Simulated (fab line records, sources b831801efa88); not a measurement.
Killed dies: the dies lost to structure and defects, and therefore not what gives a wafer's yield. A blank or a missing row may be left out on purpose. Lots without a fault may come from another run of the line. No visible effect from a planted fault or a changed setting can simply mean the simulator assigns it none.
Matching of chambers + flow sky130 + 4 sister chambers for SKY_POLY_GATE_ETCH_16 on rieDiel-03
The step etches Si3N4 in CH3F/O2, stops on poly-Si, time 147.5 s, target depth 75 nm. 4 wafers are shown with their chamber, then 8 later ones without.

== WAFERS WITH THEIR CHAMBER ==
| wafer  | chamber | drypumpMotorCurrentA (A) |
|--------|---------|--------------------------|
| L937.6 | 0       | 5.8                      |
| L939.3 | 2       | 6.3                      |
| L939.4 | 3       | 5.8                      |
| L941.1 | 1       | 5.5                      |

== WAFERS WITHOUT THEIR CHAMBER ==
| wafer  | drypumpMotorCurrentA (A) |
|--------|--------------------------|
| L941.4 | 6.3                      |
| L941.6 | 5.8                      |
| L948.1 | 5.8                      |
| L948.2 | 6.4                      |
| L948.5 | 5.7                      |
| L949.4 | 5.7                      |
| L949.5 | 6.4                      |
| L949.6 | 5.8                      |

== WHICH CHAMBER EACH ONE RAN IN ==
| wafer  | from the rows above          | in truth |
|--------|------------------------------|----------|
| L941.4 | 2                            | 2        |
| L941.6 | can't be placed: 0 or 3      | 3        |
| L948.1 | can't be placed: 0 or 3      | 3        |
| L948.2 | 2                            | 2        |
| L948.5 | can't be placed: 0 or 3 or 1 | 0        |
| L949.4 | can't be placed: 0 or 3 or 1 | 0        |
| L949.5 | 2                            | 2        |
| L949.6 | can't be placed: 0 or 3      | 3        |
3 of 8 placed correctly. Not placeable from these rows: 5 (in 5, the candidates include the true chamber). 0 placed wrongly.
How it was worked out, from the rows above alone: a wafer's distance from a chamber is the root of the sum, over the readings, of the square of ((its reading less the chamber's mean) divided by the reading's scatter). If the next closest chamber is less than 2 further off than the closest, the wafer can't be placed; otherwise it belongs to the closest. Each chamber's mean is taken over the wafers shown for it. The scatter: root of mean squared gap, hidden wafer to nearest shown wafer, with one shown wafer a chamber.
